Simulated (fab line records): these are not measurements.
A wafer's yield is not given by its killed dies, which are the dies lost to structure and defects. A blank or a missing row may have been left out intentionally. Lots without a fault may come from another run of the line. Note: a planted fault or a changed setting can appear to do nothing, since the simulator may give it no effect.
Which of the tools did it? -- flow gf180mcu -- 35 wafers from 12 lots sampled at 5 of the route's 602 steps

WHAT THE GAUGES SHOWED, per wafer
GF_V5_THK_MEAS_25: measures by xrf.
lot,measured,on,V5_W_THK (nm)
L331,day 27 17:28,film-metro-01,370 367 365
L332,day 28 10:32,film-metro-02,352 352 354
L333,day 28 11:34,film-metro-01,365 369 367
L334,day 28 19:07,film-metro-02,354 353 366
L335,day 29 07:25,film-metro-03,343 348 349
L338,day 30 07:26,film-metro-01,370 367 376
L340,day 30 14:47,film-metro-03,343 349 349
L343,day 31 11:13,film-metro-03,356 351 358
L344,day 31 15:22,film-metro-02,365 361
L347,day 32 07:05,film-metro-02,354 351 354
L349,day 32 17:04,film-metro-01,367 369 365
L351,day 33 04:51,film-metro-01,368 365 363

GF_TOP_METAL_RS_MEAS_05: uses a four-point probe to measure.
lot,measured,on,TOP_METAL_ALCU_RS (ohm/sq)
L331,day 27 18:04,film-metro-01,0.0328 0.0328 0.0327
L332,day 28 11:08,film-metro-04,0.0327 0.0330 0.0330
L333,day 28 12:08,film-metro-03,0.0328 0.0331 0.0330
L334,day 28 19:42,film-metro-03,0.0328 0.0329 0.0335
L335,day 29 08:04,film-metro-03,0.0324 0.0331 0.0330
L338,day 30 08:01,film-metro-03,0.0322 0.0327 0.0326
L340,day 30 15:23,film-metro-04,0.0326 0.0325 0.0323
L343,day 31 11:48,film-metro-01,0.0331 0.0332 0.0335
L344,day 31 15:59,film-metro-04,0.0330 0.0330
L347,day 32 07:40,film-metro-01,0.0327 0.0330 0.0329
L349,day 32 17:39,film-metro-03,0.0331 0.0334 0.0330
L351,day 33 05:26,film-metro-03,0.0324 0.0330 0.0333

GF_PASSIVATION_THK_MEAS_03.
lot,measured,on,PASSIVATION_CVD_02_THK (nm)
L331,day 28 14:41,film-metro-04,701 702 705
L332,day 29 07:52,film-metro-04,704 703 702
L333,day 29 08:30,film-metro-01,703 698 708
L334,day 29 16:18,film-metro-04,696 712 704
L335,day 30 03:46,film-metro-01,693 700 705
L338,day 31 03:26,film-metro-01,694 708 708
L340,day 31 10:14,film-metro-01,696 700 706
L343,day 32 06:39,film-metro-04,697 716 702
L344,day 32 10:21,film-metro-04,890 895
L347,day 33 00:48,film-metro-04,878 881 881
L349,day 33 10:03,film-metro-02,696 713 710
L351,day 33 21:55,film-metro-01,686 708 698

WHICH TOOL RAN EACH LOT (tool, then ch and the chambers of the sampled wafers, then the start)
lot,GF_TOP_METAL_SPUTTER_01,GF_PASSIVATION_CVD_02
L331,"pvd-sputter-02, day 27 17:54","pecvd-04 ch 1,2, day 28 14:23"
L332,"pvd-sputter-01, day 28 10:59","pecvd-01 ch 1,2, day 29 07:35"
L333,"pvd-sputter-03, day 28 12:01","pecvd-03 ch 0,1,2, day 29 08:13"
L334,"pvd-sputter-02, day 28 19:35","pecvd-01 ch 0,1, day 29 16:01"
L335,"pvd-sputter-01, day 29 07:56","pecvd-01 ch 0,1,2, day 30 03:29"
L338,"pvd-sputter-02, day 30 07:53","pecvd-01 ch 0,1,2, day 31 03:08"
L340,"pvd-sputter-02, day 30 15:14","pecvd-03 ch 0,1,2, day 31 09:56"
L343,"pvd-sputter-03, day 31 11:40","pecvd-03 ch 0,2, day 32 06:21"
L344,"pvd-sputter-02, day 31 15:48","pecvd-01 ch 0,1, day 32 10:11"
L347,"pvd-sputter-01, day 32 07:33","pecvd-01 ch 0,1, day 33 00:31"
L349,"pvd-sputter-03, day 32 17:31","pecvd-03 ch 0,1,2, day 33 09:46"
L351,"pvd-sputter-03, day 33 05:19","pecvd-04 ch 0,1, day 33 21:29"
- GF_TOP_METAL_SPUTTER_01: material TiN, target thk 30 nm, time 25 s.
- GF_PASSIVATION_CVD_02: deposits Si3N4, target thk 700 nm, time 486.18 s.

WHAT THE TOOLS THEMSELVES READ (means of the sampled wafers that have a number; where no wafer has one, the mark that the record gives instead)
GF_TOP_METAL_SPUTTER_01.
lot,tool,throttle-valve-pct (%)
L331,pvd-sputter-02,29.5
L332,pvd-sputter-01,30.4
L333,pvd-sputter-03,29.1
L334,pvd-sputter-02,29.9
L335,pvd-sputter-01,30.2
L338,pvd-sputter-02,30.6
L340,pvd-sputter-02,31.4
L343,pvd-sputter-03,29.8
L344,pvd-sputter-02,31.5
L347,pvd-sputter-01,30.6
L349,pvd-sputter-03,29.6
L351,pvd-sputter-03,29.6

GF_PASSIVATION_CVD_02.
lot,tool,heater-power-w (W)
L331,pecvd-04,709
L332,pecvd-01,667
L333,pecvd-03,723
L334,pecvd-01,777
L335,pecvd-01,791
L338,pecvd-01,764
L340,pecvd-03,672
L343,pecvd-03,665
L344,pecvd-01,758
L347,pecvd-01,702
L349,pecvd-03,706
L351,pecvd-04,722

THE ANSWER, worked out from the rows above alone
Rule: the lots themselves supply what counts as usual. Put in order of their means at a reading, lots are off if they are a third of the lots or fewer, leave a main group of 4 or more, and stand apart from it by a gap of 3 or more times the standard deviation of the main group's means; of several such gaps the widest counts. A main group is skipped when, at the precision printed for the reading in the tables above, its means are all equal. Also off: a lot with no number at a reading for which 4 or more lots have one. Where the step has rows for the other lots, those lots are counted as sound. The gauges are gone through in route order, then the tools' own readings, and for those a lot's mean is taken as printed above. The first step at which some lot is off is used, and at that step the reading that is off furthest; a lot without a number counts as furthest.
Off: L344, L347, seen at GF_PASSIVATION_THK_MEAS_03 (PASSIVATION_CVD_02_THK). Mean 702 nm and standard deviation 2.5 in the main group.
A tool fits if, at a process step before that reading, it ran every lot that is off, and no sound lot after the first of them. Those tools and the gauges at GF_PASSIVATION_THK_MEAS_03 are tried in the same way. 2 tools fit, pecvd-01 at GF_PASSIVATION_CVD_02 and film-metro-04 at GF_PASSIVATION_THK_MEAS_03, so this cannot tell which one it is.

WHAT WAS PUT IN BY THE SIMULATOR
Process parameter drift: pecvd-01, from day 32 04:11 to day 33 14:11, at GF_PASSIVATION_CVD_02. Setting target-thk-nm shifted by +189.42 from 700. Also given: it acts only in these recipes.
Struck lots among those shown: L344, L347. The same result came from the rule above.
